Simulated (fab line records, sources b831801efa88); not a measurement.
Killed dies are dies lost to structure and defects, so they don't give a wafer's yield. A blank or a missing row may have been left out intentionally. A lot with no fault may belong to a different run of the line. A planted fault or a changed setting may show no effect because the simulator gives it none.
fab line records	flow sky130
[record] lots = 5	wafers = 15	last_day = 50
route steps=708 shown METAL1@446 VIA1@458 PAD_OPEN@708
lots with no fault: from the same line, run without faults
start_h: the number of hours between the record's first day and the start of the first shown wafer of the lot	wait_h: time in hours since the lot's previous step	" unchanged from the row above	L1.1+2: several wafers, shown together as one row	- either no value or no given start	* or withheld: withheld	< > ~ a bound
route shown NAME@n: names a module that has steps shown in the file, with the first one's number in the route	usual: mean/standard deviation taken from wafers without a fault	same: alike in all rows	chamber/n: place in a boat	sites: the reading at each site	_std_site: the values' standard deviation	_edge_site: outer sites' mean less inner sites'	radius_mm: for every site, how far away it sits from the centre of the wafer	mask NAME#n: copy n	behind: the last tool/chamber to shape the wafer	hold: why the lot was held/for how many hours/how that ended	device: names the non-switching transistor (n, p or np)	end of line: the route-end tests of the same wafers	step lacking rows: just its recipe	killed: the dies lost at the first sort to structure and to defects; this is not the yield of the wafer	map: a wafer's dies, x killed, . not, _ none there
set.NAME: the setting that was run; set.NAME@STEP: the one run at that earlier step	model.NAME: the simulator's own value behind a step, which no gauge read
lots at some steps of the route; a table a step, a row a wafer
services: the hour from which a tool's chamber was out of use, counted from the record's first day as start_h (under 0 if before that day), plus the number of hours and why
[[steps]]
[step SKY_METAL1_EXPOSE_12]
[recipe] mask_id = MM1	na = 0.8	source_shape = annular	sigma_inner = 0.55	sigma_outer = 0.85	target_cd_nm = 140	dose_mj = 28
[step SKY_METAL1_PEB_13]
[recipe] peb_temp_c = withheld	peb_time_s = withheld	resist = KrF-thick
[step SKY_METAL1_DEVELOP_14]
[recipe] develop_time_s = 60	resist = KrF-thick	dev_temp_c = 21.63
[step SKY_METAL1_CD_MEAS_15]
[recipe] target_cd_nm = 140
[usual] cd_nm = 140.3/1.6
lot.wafer	tool	chamber	start_h	wait_h	cd_nm
L203.4	cd_sem-01	-	754.37	-	142.6
L203.5	"	-	"	"	140.9
L203.6	"	-	"	"	140.4
L209.1	cd_sem-01	-	806.84	-	140.8
L209.2	"	-	"	"	140.7
L209.6	"	-	"	"	140.3
L219.1	cd_sem-02	-	893.64	-	139.6
L219.3	"	-	"	"	140.1
L219.4	"	-	"	"	139.3
L224.2	cd_sem-02	-	918.28	-	139.3
L224.3	"	-	"	"	138.9
L224.6	"	-	"	"	139.4
L225.4	cd_sem-01	-	929.87	-	137.5
L225.5	"	-	"	"	137.6
L225.6	"	-	"	"	137.9
[step SKY_METAL1_OVL_MEAS_16]
[usual] METAL1_OVL = -1/5.7
lot.wafer	tool	chamber	start_h	wait_h	METAL1_OVL[nm]
L203.4	overlay-02	-	754.45	0.1	-8
L203.5	"	-	"	"	0
L203.6	"	-	"	"	1
L209.1	overlay-01	-	806.96	0.1	-2
L209.2	"	-	"	"	5
L209.6	"	-	"	"	7
L219.1	overlay-01	-	893.76	0.1	3
L219.3	"	-	"	"	9
L219.4	"	-	"	"	-1
L224.2	overlay-02	-	918.39	0.1	0
L224.3	"	-	"	"	0
L224.6	"	-	"	"	5
L225.4	overlay-01	-	929.95	0.1	2
L225.5	"	-	"	"	5
L225.6	"	-	"	"	5
[step SKY_METAL1_DESCUM_17]
[recipe] chemistry = O2	source_power_w = 150	bias_power_w = 0	pressure_mtorr = 10	temp_c = 40	time_s = 8
[usual] drypump_motor_current_A = 5.7/0.54	oes_product_au = 0.997/0.0069
lot.wafer	tool	chamber	start_h	wait_h	drypump_motor_current_A	oes_product_au	rf_hours_counter_h
L203.4	rie_metal-02	0	754.48	0.0	5.5	0.990	-
L203.5	"	0	"	"	5.5	0.999	-
L203.6	"	1	"	"	5.0	1.006	-
L209.1	rie_metal-03	1	807.00	0.0	5.5	0.998	0
L209.2	"	1	"	"	5.5	1.007	-
L209.6	"	1	"	"	5.5	0.995	-
L219.1	rie_metal-02	1	893.80	0.0	5.0	1.005	9
L219.3	"	1	"	"	5.0	1.014	-
L219.4	"	0	"	"	5.5	1.002	-
L224.2	rie_metal-02	0	918.42	0.0	5.6	0.998	5
L224.3	"	1	"	"	5.0	1.000	-
L224.6	"	1	"	"	5.0	1.009	-
L225.4	rie_metal-03	0	929.98	0.0	5.7	1.000	-
L225.5	"	0	"	"	5.7	0.992	-
L225.6	"	1	"	"	5.5	0.994	-
[step SKY_METAL1_ETCH_18]
[recipe] chemistry = N2/H2	target = BARC	ion_energy_ev = 200	bias_w = 100	pressure_mtorr = 30	n2_flow_sccm = 100	h2_flow_sccm = 200	icp_w = 500	stop_on = SiO2	time_s = 45.9	target_depth_a = 600
[usual] drypump_motor_current_A = 5.7/0.55	oes_product_au = 0.855/0.0051	throttle_valve_pct = 13.224/0.0088
lot.wafer	tool	chamber	start_h	wait_h	drypump_motor_current_A	oes_product_au	rf_hours_counter_h	throttle_valve_pct
L203.4	rie_metal-02	0	754.54	0.0	5.5	0.847	-	13.241
L203.5	"	0	"	"	5.5	0.850	-	13.225
L203.6	"	1	"	"	5.0	0.855	-	13.218
L209.1	rie_metal-03	1	807.06	0.1	5.5	0.859	0	13.219
L209.2	"	1	"	"	5.5	0.858	-	13.223
L209.6	"	1	"	"	5.5	0.863	-	13.229
L219.1	rie_metal-02	1	893.83	0.0	5.0	0.856	9	13.227
L219.3	"	1	"	"	5.0	0.856	-	13.215
L219.4	"	0	"	"	5.6	0.848	-	13.219
L224.2	rie_metal-02	0	918.45	0.0	5.5	0.848	5	13.231
L224.3	"	1	"	"	5.0	0.854	-	13.236
L224.6	"	1	"	"	5.0	0.852	-	13.216
L225.4	rie_metal-03	0	930.02	0.0	5.7	0.853	-	13.223
L225.5	"	0	"	"	5.7	0.847	-	13.208
L225.6	"	1	"	"	5.5	0.853	-	13.220
[step SKY_METAL1_METAL_ETCH_19]
[recipe] target_depth_a = 3600	stop_on = SiO2	over_etch_frac = 0.3	time_s = 78	chemistry = Cl2/BCl3	resist_sidewall_deg = 88	pressure_mtorr = 10	icp_w = 900	bias_w = 48.5	Cl2_flow_sccm = 60	bcl3_flow_sccm = 30
[usual] drypump_motor_current_A = 5.7/0.55	oes_product_au = 0.857/0.0057	throttle_valve_pct = 22.263/0.0089
lot.wafer	tool	chamber	start_h	wait_h	drypump_motor_current_A	oes_product_au	rf_hours_counter_h	throttle_valve_pct
L203.4	rie_metal-02	0	754.64	0.1	5.5	0.853	-	22.260
L203.5	"	0	"	"	5.5	0.858	-	22.259
L203.6	"	1	"	"	5.0	0.854	-	22.256
L209.1	rie_metal-03	1	807.19	0.1	5.5	0.862	0	22.268
L209.2	"	1	"	"	5.6	0.849	-	22.262
L209.6	"	1	"	"	5.5	0.863	-	22.265
L219.1	rie_metal-02	1	893.90	0.0	5.0	0.862	9	22.256
L219.3	"	1	"	"	5.0	0.858	-	22.254
L219.4	"	0	"	"	5.5	0.862	-	22.258
L224.2	rie_metal-02	0	918.51	0.0	5.5	0.845	5	22.265
L224.3	"	1	"	"	5.0	0.863	-	22.250
L224.6	"	1	"	"	5.0	0.852	-	22.269
L225.4	rie_metal-03	0	930.09	0.1	5.6	0.860	-	22.269
L225.5	"	0	"	"	5.6	0.852	-	22.258
L225.6	"	1	"	"	5.5	0.869	-	22.258
[step SKY_METAL1_STRIP_20]
[recipe] chemistry = O2/N2	power_w = 1400	pressure_mtorr = 1500	platen_temp_c = withheld	o2_flow_sccm = 3000	n2_flow_sccm = 300	overash_fraction = 0.5
[usual] drypump_motor_current_A = 5.7/0.41	oes_product_au = 0.343/0.0045	strip_time_to_endpoint_s = 2.71/0.032
lot.wafer	tool	chamber	start_h	wait_h	drypump_motor_current_A	oes_product_au	rf_hours_counter_h	strip_time_to_endpoint_s
L203.4	plasma_asher-01	1	754.75	0.1	6.1	0.347	-	2.76
L203.5	"	0	"	"	5.3	0.341	-	2.75
L203.6	"	1	"	"	6.1	0.345	-	2.71
L209.1	plasma_asher-01	0	807.37	0.1	5.3	0.347	67	2.71
L209.2	"	1	"	"	6.0	0.346	67	2.69
L209.6	"	1	"	"	6.0	0.339	-	2.72
L219.1	plasma_asher-03	1	893.99	0.1	5.0	0.340	41	2.73
L219.3	"	0	"	"	6.0	0.341	-	2.70
L219.4	"	1	"	"	5.1	0.346	-	2.77
L224.2	plasma_asher-01	0	918.60	0.1	5.3	0.345	78	2.71
L224.3	"	1	"	"	6.1	0.339	-	2.67
L224.6	"	0	"	"	5.3	0.339	-	2.66
L225.4	plasma_asher-02	0	930.18	0.1	5.8	0.352	-	2.69
L225.5	"	1	"	"	6.2	0.350	-	2.69
L225.6	"	0	"	"	5.8	0.341	-	2.65
[step SKY_METAL1_STRIP_21]
[recipe] chemistry = post_etch_residue_remover	time_s = 1200	temp_c = 72.5
[step SKY_METAL1_CLEAN_22]
[recipe] chemistry = IPA	time_s = 180	temp_c = 25
[step SKY_METAL1_CLEAN_23]
[recipe] chemistry = O3/DIW	dry = n2_spin
[step SKY_VIA1_HDPCVD_00]
[recipe] material = SiO2	target_thk_nm = 1030	sigma_open_frac = 0.3	time_s = 171.7	temp_c = 400	sih4_flow_sccm = 60	pressure_mtorr = 6
[usual] sih4_flow_sccm = 60.00/0.17
lot.wafer	tool	chamber	start_h	wait_h	sih4_flow_sccm	model.SiO2_of_VIA1_HDPCVD_00.thk_nm
L203.4	hdpcvd-02	0	755.37	0.1	59.93	1044
L203.5	"	1	"	"	60.15	1035
L203.6	"	2	"	"	60.02	1032
L209.1	hdpcvd-01	1	807.96	0.0	59.61	789.5
L209.2	"	2	"	"	59.84	1031
L209.6	"	1	"	"	59.84	1030
L219.1	hdpcvd-01	0	894.61	0.0	59.83	1044
L219.3	"	2	"	"	60.01	1048
L219.4	"	1	"	"	60.19	1035
L224.2	hdpcvd-01	2	919.21	0.0	59.99	1019
L224.3	"	1	"	"	60.27	1012
L224.6	"	0	"	"	60.05	1014
L225.4	hdpcvd-01	0	930.80	0.1	60.19	1016
L225.5	"	1	"	"	59.97	1022
L225.6	"	2	"	"	60.05	1025
[step SKY_VIA1_THK_MEAS_01]
[recipe] reads = SiO2_of_VIA1_HDPCVD_00
[usual] VIA1_HDPCVD_THK = 1027/11
lot.wafer	tool	chamber	start_h	wait_h	VIA1_HDPCVD_THK[nm]
L203.4	film_metro-02	-	755.46	0.0	1044
L203.5	"	-	"	"	1034
L203.6	"	-	"	"	1031
L209.1	film_metro-02	-	808.07	0.1	789
L209.2	"	-	"	"	1031
L209.6	"	-	"	"	1029
L219.1	film_metro-04	-	894.73	0.1	1043
L219.3	"	-	"	"	1048
L219.4	"	-	"	"	1036
L224.2	film_metro-01	-	919.33	0.1	1019
L224.3	"	-	"	"	1012
L224.6	"	-	"	"	1015
L225.4	film_metro-02	-	930.89	0.0	1015
L225.5	"	-	"	"	1023
L225.6	"	-	"	"	1024
[step SKY_VIA1_CMP_02]
[recipe] material = SiO2	down_force_psi = 4	platen_rpm = 60	pad_velocity_m_s = 0.94248
[usual] motor_current_A = 12.2/0.65
lot.wafer	tool	chamber	start_h	wait_h	motor_current_A
L203.4	cmp-01	1	755.54	0.1	12.2
L203.6	"	0	"	"	12.3
L203.5	"	1	"	"	12.4
L209.1	cmp-02	3	808.13	0.1	11.4
L209.2	"	2	"	"	11.6
L209.6	"	3	"	"	11.1
L219.4	cmp-01	2	894.84	0.1	11.8
L219.3	"	3	"	"	11.9
L219.1	"	0	"	"	12.5
L224.2	cmp-02	1	919.38	0.0	13.4
L224.3	"	3	"	"	11.3
L224.6	"	2	"	"	11.3
L225.4	cmp-01	0	931.07	0.2	12.0
L225.6	"	1	"	"	13.0
L225.5	"	2	"	"	11.8
[step SKY_PAD_OPEN_PROBE_99]
[usual] defect_limited_yield = 82.3/1.9	killed_at_M0_to_M3 = 44/7	killed_at_M4_up = 3.0/2	killed_at_contacts = 24/5.3	killed_at_front_end = 15/4	killed_at_other = 0.2/0.41	killed_dies = 87/9.1	killed_open = 49/7.3	killed_short = 38/5.9	sort_bin_3_pad_short = 0.9/0.42	sort_bin_5_function = 10.4/1.5	sort_bin_6_memory = 6.5/1.2	sort_n_pass = 405/9.1	sort_yield_pct = 82.3/1.9
[same] gross_dies = 492	killed_at_back_side = 0	sort_bin_4_leakage[%] = 0	sort_bin_8_speed[%] = 0
lot.wafer	tool	chamber	start_h	wait_h	defect_limited_yield[%]	killed_at_M0_to_M3	killed_at_M4_up	killed_at_contacts	killed_at_front_end	killed_at_other	killed_dies	killed_open	killed_short	sort_bin_3_pad_short[%]	sort_bin_5_function[%]	sort_bin_6_memory[%]	sort_n_pass	sort_yield_pct[%]
L219.1	prober-01	-	1172.30	0.1	81.7	43	6	20	21	0	90	46	44	1.8	11.4	5.1	402	81.7
L219.3	prober-01	-	1172.40	0.2	82.9	38	4	25	17	0	84	44	40	1.2	10.0	5.9	408	82.9
L219.4	prober-01	-	1172.45	0.2	83.9	35	2	26	16	0	79	41	38	1.0	10.6	4.5	413	83.9
L224.2	prober-02	-	1189.56	0.1	84.1	36	5	25	11	1	78	39	39	0.8	9.6	5.5	414	84.1
L224.3	prober-02	-	1189.61	0.2	81.9	43	7	17	22	0	89	50	39	1.4	10.0	6.7	403	81.9
L224.6	prober-02	-	1189.76	0.2	80.3	54	2	26	15	0	97	56	41	1.2	11.6	6.9	395	80.3
L225.4	prober-01	-	1196.71	0.2	83.1	38	4	21	20	0	83	40	43	1.0	8.3	7.5	409	83.1
L225.5	prober-01	-	1196.76	0.2	83.3	43	3	21	15	0	82	45	37	1.4	8.7	6.5	410	83.3
L225.6	prober-01	-	1196.81	0.2	82.3	46	1	21	19	0	87	45	42	0.4	11.6	5.7	405	82.3
// killed by level:class
L219.1 VIA1:geometric_particle:open=12 FIELD_ISO:geometric_particle:short=7 VIA1:geometric_particle:short=7 CONTACT:geometric_particle:open=6 METAL1:geometric_particle:short=6 LI_CONTACT:geometric_particle:open=5 METAL2:geometric_particle:short=4 VIA3:geometric_particle:open=4
L219.3 VIA1:geometric_particle:open=13 CONTACT:geometric_particle:open=8 LOCAL_INTERCONNECT:geometric_particle:short=6 LI_CONTACT:geometric_particle:open=5 CONTACT:geometric_particle:short=5 VIA2:geometric_particle:open=5 VIA3:geometric_particle:open=5 FIELD_ISO:geometric_particle:short=4
L219.4 CONTACT:geometric_particle:open=8 VIA2:geometric_particle:open=8 LI_CONTACT:geometric_particle:open=7 POLY_GATE:geometric_particle:short=6 LOCAL_INTERCONNECT:geometric_particle:short=6 METAL1:geometric_particle:short=6 VIA1:geometric_particle:open=5 METAL2:geometric_particle:short=5
L224.2 CONTACT:geometric_particle:short=8 FIELD_ISO:geometric_particle:open=6 LOCAL_INTERCONNECT:geometric_particle:short=6 CONTACT:geometric_particle:open=6 METAL1:geometric_particle:short=6 VIA1:geometric_particle:open=6 VIA1:geometric_particle:short=5 VIA2:geometric_particle:open=5
L224.3 VIA1:geometric_particle:open=13 CONTACT:geometric_particle:open=8 POLY_GATE:geometric_particle:open=7 METAL1:geometric_particle:short=6 VIA1:geometric_particle:short=6 VIA3:geometric_particle:open=6 FIELD_ISO:geometric_particle:short=5 CONTACT:geometric_particle:short=5
L224.6 VIA1:geometric_particle:open=12 CONTACT:geometric_particle:open=11 METAL2:geometric_particle:short=10 VIA3:geometric_particle:open=8 LI_CONTACT:geometric_particle:open=8 VIA1:geometric_particle:short=8 POLY_GATE:geometric_particle:open=4 CONTACT:geometric_particle:short=4
L225.4 VIA1:geometric_particle:open=10 FIELD_ISO:geometric_particle:short=6 POLY_GATE:geometric_particle:short=6 VIA3:geometric_particle:open=6 CONTACT:geometric_particle:open=5 VIA2:geometric_particle:open=5 LI_CONTACT:geometric_particle:short=4 LI_CONTACT:geometric_particle:open=4
L225.5 VIA1:geometric_particle:open=7 VIA1:geometric_particle:short=7 LI_CONTACT:geometric_particle:open=6 CONTACT:geometric_particle:open=6 FIELD_ISO:geometric_particle:short=5 FIELD_ISO:geometric_particle:open=5 VIA3:geometric_particle:open=5 METAL3:geometric_particle:short=4
L225.6 VIA3:geometric_particle:open=9 FIELD_ISO:geometric_particle:open=8 LI_CONTACT:geometric_particle:open=7 METAL2:geometric_particle:short=7 VIA2:geometric_particle:open=7 FIELD_ISO:geometric_particle:short=5 METAL1:geometric_particle:short=5 METAL3:geometric_particle:short=4
[[services]]
tool	chamber	start_h	hours	kind
plasma_asher-02	-	733.75	9.0	pm
cmp-01	-	734.15	0.2	repair
rie_metal-02	-	737.78	0.4	repair
cmp-02	-	744.15	4.0	pm
cmp-02	-	751.64	20.9	repair
cmp-02	-	772.57	22.0	pm
rie_metal-03	-	773.45	2.8	pm
plasma_asher-02	-	781.15	2.8	pm
hdpcvd-02	1	799.48	4.8	repair
rie_metal-03	0	806.37	44.3	repair
hdpcvd-01	-	820.97	1.8	repair
hdpcvd-01	-	845.97	1.0	repair
plasma_asher-02	-	853.60	1.0	repair
cmp-01	-	853.68	3.3	pm
cmp-01	-	860.65	6.3	pm
cmp-02	-	879.73	0.8	repair
cmp-01	-	882.39	0.9	repair
hdpcvd-01	2	885.47	4.3	repair
cmp-01	-	898.01	2.7	repair
cmp-02	-	901.43	6.6	pm
plasma_asher-01	-	902.71	4.5	pm
rie_metal-02	-	903.51	1.4	pm
cmp-01	-	912.44	4.0	pm
rie_metal-03	-	927.58	0.5	repair
[[key]]
[first_sign] step = SKY_VIA1_THK_MEAS_01	reading = VIA1_HDPCVD_THK	direction = down	sigmas = 21	usual = 1027	struck = 789
effect none on later readings
[model_effect] step = SKY_VIA1_HDPCVD_00	value = SiO2_of_VIA1_HDPCVD_00.thk_nm	without = 1017	struck = 789.5
met_at SKY_VIA1_HDPCVD_00
struck_wafers L209.1
[fault] kind = process_parameter_drift	tool = hdpcvd-01	chamber = -	onset_h = 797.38	steps = SKY_VIA1_HDPCVD_00	channel = target_thk_nm	offset = -227.77	shape = step	end_h = 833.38	scope = struck_wafers_only	acts_in = these_recipes_only	stated = 1030
